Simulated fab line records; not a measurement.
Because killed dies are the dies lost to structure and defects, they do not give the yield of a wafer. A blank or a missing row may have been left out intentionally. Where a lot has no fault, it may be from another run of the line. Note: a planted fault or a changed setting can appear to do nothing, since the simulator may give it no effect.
A lot that was struck, set against a sound lot | flow sky130 | 44 out of 708 route steps
Sound: wafers L783.3, L783.5, L783.6. Struck: wafers L785.2, L785.6 (left out: L785.4, a lot-mate that was not struck); the cause follows at the end.
Order at every step that has rows: each side's tool, ch and its chambers, its first start. Under that, the readings that differ: sound wafers | struck wafers | difference of the means | sigmas: that difference in standard deviations of wafers without a fault.
alike: readings whose means differ by less than 2 such deviations, and words and numbers that are the same on both sides. not compared: withheld readings, readings that some wafer has no value for, bounds like >300 that may hide the same value, and numbers for which the record gives no deviation and whose values overlap.
Wherever a step has rows on one side only, a row that says differs or no value, or a row with sigmas, the two part there. Non-overlapping numbers with no deviation appear without sigmas and do not part them. A reading missing from all wafers of one side parts the sides only when that side holds two or more wafers.

SKY_VIA3_SPUTTER_20: material TiN, target thk 20 nm, time 80 s.
  sound on pvd_sputter-03, day 42 15:52; struck on pvd_sputter-04, day 43 02:25
  alike: throttle_valve_pct
then, 1 step without rows for these wafers: SKY_VIA3_CVD_21 (deposits W, target thk 390 nm, time 117.31 s).
SKY_VIA3_RS_MEAS_22: a four-point-probe measurement.
  sound on film_metro-02, day 42 16:05; struck on film_metro-01, day 43 02:37
  alike: VIA3_W_RS
SKY_VIA3_THK_MEAS_23: measures by xrf.
  sound on film_metro-02, day 42 16:11; struck on film_metro-01, day 43 02:43
  reading         | sound       | struck  | difference | sigmas
  VIA3_W_THK (nm) | 398 398 397 | 384 384 | -14        | -3
then, 1 step without rows for these wafers: SKY_VIA3_CMP_24 (polishes, stops on SiO2, t overpolish 20 s, target thk 0 nm).
SKY_METAL4_SPUTTER_00: material Ti, target thk 15 nm, time 10 s.
  sound on pvd_sputter-02, day 42 16:32; struck on pvd_sputter-01, day 43 03:04
  alike: throttle_valve_pct
then, 1 step without rows for these wafers: SKY_METAL4_SPUTTER_01 (material TiN, target thk 20 nm, time 16.7 s).
SKY_METAL4_SPUTTER_02: material AlCu, target thk 735 nm, time 39.1 s.
  sound on pvd_sputter-02, day 42 16:35; struck on pvd_sputter-01, day 43 03:07
  alike: throttle_valve_pct
then, 3 steps without rows for these wafers: SKY_METAL4_SPUTTER_03 (material Ti, target thk 5 nm, time 3.3 s); SKY_METAL4_SPUTTER_04 (material TiN, target thk 70 nm, time 58.3 s); SKY_CAP2M_CVD_00 (deposits SiO2, target thk 15.5 nm).
SKY_CAP2M_THK_MEAS_01:
  sound on film_metro-02, day 42 16:44; struck on film_metro-04, day 43 03:16
  alike: CAP2M_CVD_00_THK
SKY_CAP2M_SPUTTER_02: material TiN, target thk 200 nm, time 166.7 s.
  sound on pvd_sputter-03, day 42 16:47; struck on pvd_sputter-03, day 43 03:19
  reading                                   | sound         | struck      | difference | sigmas
  model.TiN_of_CAP2M_SPUTTER_02.thk_nm (nm) | 200 200 201.2 | 175.1 174.9 | -25.4      |
  alike: throttle_valve_pct
SKY_CAP2M_RS_MEAS_03: a four-point-probe measurement.
  sound on film_metro-02, day 42 16:56; struck on film_metro-02, day 43 03:27
  reading               | sound          | struck    | difference | sigmas
  CAP2M_TIN_RS (ohm/sq) | 6.92 6.90 6.87 | 7.92 7.92 | +1.02      | +18
SKY_CAP2M_THK_MEAS_04: measures by xrf.
  sound on film_metro-02, day 42 17:02; struck on film_metro-02, day 43 03:34
  reading            | sound             | struck      | difference | sigmas
  CAP2M_TIN_THK (nm) | 202.2 201.4 202.8 | 176.3 175.4 | -26.3      | -12
then, 7 steps without rows for these wafers: SKY_CAP2M_DEHYDRATE_05 (time 60 s); SKY_CAP2M_HMDS_06 (prime time 60 s); SKY_CAP2M_COAT_07 (resist thk 1140 nm); SKY_CAP2M_SOFTBAKE_08 (time 60 s); SKY_CAP2M_EXPOSE_09 (exposes mask CAP2M, target cd 1000 nm); SKY_CAP2M_PEB_10; SKY_CAP2M_DEVELOP_11 (develop time 60 s).
SKY_CAP2M_OVL_MEAS_12:
  sound on overlay-02, day 43 16:12; struck on overlay-01, day 44 02:25
  alike: CAP2M_OVL
SKY_CAP2M_METAL_ETCH_13: etches TiN in Cl2/BCl3, stops on SiO2, target depth 220 nm, time 62.9 s.
  sound on rie_metal-02 ch 0,1, day 43 16:15; struck on rie_metal-04 ch 1, day 44 02:27
  reading                | sound                | struck        | difference | sigmas
  oes_product_au (a.u.)  | 0.940 0.931 0.940    | 0.874 0.863   | -0.068     | -11
  throttle_valve_pct (%) | 21.912 21.892 21.880 | 21.943 21.936 | +0.045     | +4
  alike: bcl3_flow_sccm, drypump_motor_current_A
  not compared: rf_hours_counter_h
then, 12 steps without rows for these wafers: SKY_CAP2M_STRIP_14 (strips in O2/N2); SKY_CAP2M_STRIP_15 (strips in post etch residue remover, time 1200 s); SKY_CAP2M_CLEAN_16 (cleans in IPA, time 180 s); SKY_CAP2M_CLEAN_17 (cleans in O3/DIW); SKY_METAL4_DEHYDRATE_05 (time 60 s); SKY_METAL4_HMDS_06 (prime time 60 s); SKY_METAL4_COAT_07 (resist thk 60 nm); SKY_METAL4_COAT_08 (resist thk 1140 nm); SKY_METAL4_SOFTBAKE_09 (time 90 s); SKY_METAL4_EXPOSE_10 (exposes mask MM4, target cd 300 nm); SKY_METAL4_PEB_11; SKY_METAL4_DEVELOP_12 (develop time 60 s).
SKY_METAL4_CD_MEAS_13 targets a cd of 300 nm.
  sound on cd_sem-02, day 44 15:56; struck on cd_sem-01, day 45 01:50
  alike: cd_nm
SKY_METAL4_OVL_MEAS_14:
  sound on overlay-01, day 44 16:02; struck on overlay-02, day 45 01:56
  reading         | sound       | struck | difference | sigmas
  METAL4_OVL (nm) | -11 -20 -15 | -5 -3  | +11        | +2
SKY_METAL4_DESCUM_15: chemistry O2, time 8 s.
  sound on rie_metal-04 ch 0,1, day 44 16:04; struck on rie_metal-03 ch 0,1, day 45 01:58
  alike: drypump_motor_current_A, oes_product_au
  not compared: rf_hours_counter_h
then, 1 step without rows for these wafers: SKY_METAL4_ETCH_16 (etches BARC in N2/H2, stops on SiO2, time 88.2 s, target depth 60 nm).
SKY_METAL4_ETCH_17: etches SiO2 in C4F8/O2/Ar, stops on TiN, time 3.9 s, target depth 15 nm.
  sound on rie_diel-03 ch 0,1, day 44 16:11; struck on rie_diel-03 ch 2,3, day 45 02:06
  alike: oes_product_au
  not compared: rf_hours_counter_h
then, 1 step without rows for these wafers: SKY_METAL4_METAL_ETCH_18 (etches the open film in Cl2/BCl3, stops on SiO2, target depth 845 nm, time 183.1 s).
SKY_METAL4_STRIP_20: strips in post etch residue remover, time 1200 s.
  sound on wet_bench-01 ch 3, day 44 16:40; struck on wet_bench-01 ch 1, day 45 02:24
  reading                                   | sound             | struck    | difference | sigmas
  model.TiN_of_CAP2M_SPUTTER_02.thk_nm (nm) | 199.2 199.2 200.3 | 174.3 174 | -25.4      |
-- the record jumps here: 4 days lie between the struck wafers' starts before and after (it left off in module METAL4 and takes up again in module PAD_OPEN, whose first step shown is number 708 of the route) --
SKY_PAD_OPEN_PROBE_99:
  sound on prober-01, day 48 10:05; struck on prober-01, day 48 18:23
  reading                               | sound                | struck        | difference | sigmas
  model.etest.cap_mim2.plate_ohm_sq     | 5.989 6.055 5.98     | 6.894 6.821   | +0.849     |
  model.etest.cap_mim2.bv_v (V)         | 13.52 13.97 14.58    | 12.83 13.48   | -0.87      |
  model.etest.cap_mim2.leak_log10_a_cm2 | -9.116 -9.166 -9.118 | -8.609 -8.735 | +0.461     |
  alike: defect_limited_yield, killed_at_M0_to_M3, killed_at_M4_up, killed_at_contacts, killed_at_front_end, killed_at_other, killed_dies, killed_open, killed_short, sort_bin_3_pad_short, sort_bin_5_function, sort_bin_6_memory, sort_n_pass, sort_yield_pct

## WHERE THEY PART
At SKY_VIA3_THK_MEAS_23 first; at SKY_METAL4_OVL_MEAS_14 last (within this record only). Later steps at which nothing parts them and some readings are alike: SKY_METAL4_DESCUM_15, SKY_METAL4_ETCH_17, SKY_PAD_OPEN_PROBE_99.

WHY: whatever the simulator had introduced
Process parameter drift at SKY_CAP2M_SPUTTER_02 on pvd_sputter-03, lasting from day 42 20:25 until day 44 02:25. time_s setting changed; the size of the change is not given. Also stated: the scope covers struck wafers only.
